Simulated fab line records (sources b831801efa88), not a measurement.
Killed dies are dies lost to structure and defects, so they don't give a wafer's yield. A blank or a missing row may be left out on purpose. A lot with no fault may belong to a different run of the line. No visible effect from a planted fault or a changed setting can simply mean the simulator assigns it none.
Which of the tools did it? | flow gf180mcu | 11 lots, 33 wafers sampled, at 6 steps of a route of 602

WHAT THE GAUGES READ, wafer by wafer
GF_STI_THK_MEAS_04.
lot  | measured    | on            | STI_CVD_03_THK (nm)
L274 | day 1 13:47 | film metro-04 | 205.9 208.8 207.0
L275 | day 1 18:35 | film metro-01 | 207.0 207.9 207.6
L276 | day 2 00:07 | film metro-01 | 207.1 207.6 207.9
L277 | day 2 04:34 | film metro-04 | 205.4 206.1 206.2
L278 | day 2 09:45 | film metro-04 | 207.1 207.9 208.0
L279 | day 2 15:47 | film metro-02 | 209.6 208.2 210.1
L280 | day 2 21:49 | film metro-04 | 208.8 207.3 209.8
L286 | day 4 01:44 | film metro-01 | 174.1 174.1 174.5
L289 | day 4 16:34 | film metro-02 | 174.5 174.7 175.4
L294 | day 5 17:34 | film metro-02 | 209.4 211.2 210.1
L297 | day 6 09:33 | film metro-01 | 207.2 207.1 205.5

GF_NSD_CD_MEAS_07: the cd target is 400 nm.
lot  | measured     | on        | cd nm (nm)
L274 | day 13 07:04 | cd sem-01 | 400.4 400.6 401.8
L275 | day 13 16:24 | cd sem-01 | 397.3 397.7 397.8
L276 | day 14 10:18 | cd sem-01 | 398.4 399.9 398.5
L277 | day 14 19:33 | cd sem-01 | 401.4 401.5 400.5
L278 | day 14 21:12 | cd sem-01 | 400.0 401.2 402.5
L279 | day 15 02:01 | cd sem-02 | 398.7 400.1 399.2
L280 | day 15 07:04 | cd sem-01 | 402.1 403.1 402.8
L286 | day 17 05:04 | cd sem-02 | 396.9 397.0 398.0
L289 | day 18 10:10 | cd sem-02 | 402.4 402.5 400.6
L294 | day 20 08:43 | cd sem-01 | 400.7 399.7 400.9
L297 | day 21 12:27 | cd sem-02 | 396.5 398.5 396.1

GF_SALICIDE_THK_MEAS_05: measures by xrf.
lot  | measured     | on            | SALICIDE_TIN_THK (nm)
L274 | day 15 01:06 | film metro-01 | 19.71 20.16 19.89
L275 | day 15 10:59 | film metro-01 | 20.00 19.98 19.87
L276 | day 16 06:40 | film metro-01 | 19.69 19.34 19.38
L277 | day 16 16:13 | film metro-03 | 19.30 19.18 19.42
L278 | day 16 18:02 | film metro-03 | 19.72 19.71 19.82
L279 | day 17 00:20 | film metro-01 | 20.11 19.95 19.94
L280 | day 17 03:55 | film metro-02 | 19.78 19.56 19.64
L286 | day 19 06:01 | film metro-03 | 19.62 19.82 19.75
L289 | day 20 12:25 | film metro-01 | 19.81 19.72 19.79
L294 | day 22 09:44 | film metro-02 | 19.95 20.10 20.13
L297 | day 23 14:59 | film metro-02 | 19.57 19.77 19.91

WHAT TOOL EACH LOT RAN ON (gives the tool, then ch and the chambers of the sampled wafers, and finally the start)
lot  | GF_STI_CVD_03              | GF_STI_ETCH_13                    | GF_VT_IMPLANT_STRIP_09
L274 | lpcvd-02 ch 0, day 1 11:46 | rie diel-03 ch 2,3, day 2 01:44   | plasma asher-02 ch 0,1, day 5 12:31
L275 | lpcvd-02 ch 1, day 1 16:34 | rie diel-04 ch 0,1, day 2 05:44   | plasma asher-03 ch 0,1, day 5 18:35
L276 | lpcvd-02 ch 1, day 1 22:08 | rie diel-03 ch 2,3, day 2 12:11   | plasma asher-04 ch 0,1, day 6 10:53
L277 | lpcvd-01 ch 1, day 2 02:34 | rie diel-02 ch 0,2,3, day 2 16:47 | plasma asher-03 ch 0,1, day 6 17:44
L278 | lpcvd-01 ch 0, day 2 07:46 | rie diel-03 ch 0,1,3, day 2 21:44 | plasma asher-04 ch 0,1, day 6 20:02
L279 | lpcvd-02 ch 1, day 2 12:48 | rie diel-03 ch 0,1,3, day 3 03:44 | plasma asher-02 ch 0,1, day 7 00:42
L280 | lpcvd-02 ch 0, day 2 19:49 | rie diel-03 ch 0,2,3, day 3 08:56 | plasma asher-04 ch 0,1, day 7 04:32
L286 | lpcvd-02 ch 1, day 3 23:45 | rie diel-04 ch 1,2,3, day 4 14:50 | plasma asher-02 ch 0,1, day 8 15:53
L289 | lpcvd-02 ch 0, day 4 14:34 | rie diel-04 ch 0,1,3, day 5 05:29 | plasma asher-04 ch 0,1, day 9 11:53
L294 | lpcvd-01 ch 1, day 5 15:34 | rie diel-02 ch 0,3, day 6 07:50   | plasma asher-04 ch 1, day 10 18:18
L297 | lpcvd-01 ch 1, day 6 06:34 | rie diel-02 ch 0,2,3, day 7 00:56 | plasma asher-02 ch 0,1, day 11 15:53
- GF_STI_CVD_03: deposits Si3N4 from DCS/NH3, target thk 207.16 nm, time 3551 s.
- GF_STI_ETCH_13: etches the open film in CHF3/O2, stops on Si, target depth 282.31 nm, time 112.9 s.
- GF_VT_IMPLANT_STRIP_09: strips in O2/N2.

AS READ BY THE TOOLS THEMSELVES (means over the sampled wafers that have a number; for cases with no such wafer, the mark the record gives instead)
GF_STI_CVD_03.
lot  | tool     | spike tc bottom C (C) | spike tc centre C (C) | spike tc lower C (C) | spike tc top C (C) | spike tc upper C (C) | susceptor temp C (C) | zone power lower pct (%)
L274 | lpcvd-02 | 786.6                 | 769.2                 | 771.1                | 787.8              | 770.2                | 770.3                | 15.6
L275 | lpcvd-02 | 789.6                 | 769.6                 | 769.4                | 785.8              | 770.1                | 769.8                | 12.8
L276 | lpcvd-02 | 789.3                 | 770.8                 | 769.8                | 784.6              | 770.1                | 770.1                | 12.9
L277 | lpcvd-01 | 790.8                 | 770.9                 | 770.4                | 782.4              | 768.2                | 769.9                | 13.3
L278 | lpcvd-01 | 787.1                 | 771.4                 | 769.7                | 785.5              | 771.0                | 769.5                | 13.2
L279 | lpcvd-02 | 789.6                 | 770.7                 | 769.7                | 785.4              | 770.2                | 770.2                | 13.0
L280 | lpcvd-02 | 786.9                 | 768.4                 | 771.5                | 788.6              | 769.9                | 770.2                | 15.5
L286 | lpcvd-02 | 781.4                 | 761.4                 | 760.7                | 776.3              | 760.3                | 760.7                | 12.6
L289 | lpcvd-02 | 777.8                 | 760.0                 | 761.7                | 780.0              | 760.6                | 761.0                | 15.4
L294 | lpcvd-01 | 790.3                 | 770.2                 | 771.3                | 783.1              | 767.3                | 770.0                | 13.2
L297 | lpcvd-01 | 791.1                 | 771.1                 | 771.6                | 782.7              | 768.2                | 770.1                | 13.1

GF_STI_ETCH_13.
lot  | tool        | chamber pressure mTorr (mTorr) | drypump motor current A (A) | oes product au (a.u.) | throttle valve pct (%)
L274 | rie diel-03 | 39.98                          | 5.7                         | 0.834                 | 8.819
L275 | rie diel-04 | 40.02                          | 5.3                         | 0.834                 | 8.813
L276 | rie diel-03 | 39.99                          | 5.4                         | 0.833                 | 8.816
L277 | rie diel-02 | 40.01                          | 5.7                         | 0.830                 | 8.811
L278 | rie diel-03 | 40.01                          | 6.0                         | 0.831                 | 8.813
L279 | rie diel-03 | 39.99                          | 6.0                         | 0.838                 | 8.814
L280 | rie diel-03 | 40.02                          | 5.7                         | 0.835                 | 8.811
L286 | rie diel-04 | 40.01                          | 5.8                         | 0.766                 | 8.793
L289 | rie diel-04 | 40.02                          | 5.7                         | 0.761                 | 8.797
L294 | rie diel-02 | 39.96                          | 5.7                         | 0.840                 | 8.814
L297 | rie diel-02 | 40.02                          | 5.7                         | 0.830                 | 8.810

GF_VT_IMPLANT_STRIP_09.
lot  | tool            | chamber pressure mTorr (mTorr) | drypump motor current A (A) | heater power w (W) | oes product au (a.u.) | strip time to endpoint s (s)
L274 | plasma asher-02 | 1500.1                         | 6.1                         | 387                | 0.715                 | 12.58
L275 | plasma asher-03 | 1500.1                         | 5.7                         | 332                | 0.718                 | 12.61
L276 | plasma asher-04 | 1500.1                         | 5.4                         | 354                | 0.715                 | 12.60
L277 | plasma asher-03 | 1500.6                         | 5.5                         | 315                | 0.719                 | 12.67
L278 | plasma asher-04 | 1498.7                         | 5.4                         | 364                | 0.715                 | 12.62
L279 | plasma asher-02 | 1499.1                         | 6.1                         | 392                | 0.718                 | 12.66
L280 | plasma asher-04 | 1501.2                         | 5.4                         | 349                | 0.717                 | 12.61
L286 | plasma asher-02 | 1500.3                         | 6.1                         | 398                | 0.713                 | 12.62
L289 | plasma asher-04 | 1498.4                         | 5.6                         | 304                | 0.719                 | 12.56
L294 | plasma asher-04 | 1500.0                         | 5.8                         | 263                | 0.711                 | 12.59
L297 | plasma asher-02 | 1499.0                         | 5.8                         | 381                | 0.714                 | 12.63

THE ANSWER, worked out from the rows above alone
Rule: the usual values come from the lots themselves. Put in order of their means at a reading, lots are off if they are a third of the lots or fewer, leave a main group of 4 or more, and stand apart from it by a gap of 3 or more times the standard deviation of the main group's means; of several such gaps the widest counts. Not used: any main group whose means are identical at the precision the tables above print for the reading. A lot without any number at a reading at which 4 lots or more have one is off too. Any other lot the step has rows for is counted as sound. After the gauges, taken in route order, come the tools' own readings; for these a lot's mean is taken, as printed above. The first step at which some lot is off is used, and at that step the reading that is off furthest; a lot without a number counts as furthest.
Off: at GF_STI_THK_MEAS_04 (STI_CVD_03_THK), L286, L289. Mean 207.8 nm and standard deviation 1.3 in the main group.
A tool fits if, at a process step before that reading, it ran every lot that is off, and no sound lot after the first of them. The gauges at GF_STI_THK_MEAS_04 aren't tried: what is off there is off at GF_STI_CVD_03 too, on other tools, and a gauge's error can't cause that. One fits: lpcvd-02 at GF_STI_CVD_03. A fault onset in the window from L280 (day 2 19:49, its last sound lot) to L286 (day 3 23:45, its first lot off) fits.
The tool's own readings at GF_STI_CVD_03 bear it out: on the lots that are off they differ by more than 5 times the standard deviation of the sound lots' means. spike tc bottom C reads 779.6 C there against 789.0 C on the sound lots; spike tc centre C reads 760.7 C there against 770.3 C on the sound lots; spike tc lower C reads 761.2 C there against 770.5 C on the sound lots; spike tc upper C reads 760.5 C there against 769.5 C on the sound lots; susceptor temp C reads 760.9 C there against 770.0 C on the sound lots.

WHAT THE SIMULATOR HAD PUT IN
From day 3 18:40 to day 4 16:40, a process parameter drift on lpcvd-02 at GF_STI_CVD_03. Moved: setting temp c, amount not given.
Struck lots among those shown: L286, L289. The same result came from the rule above.
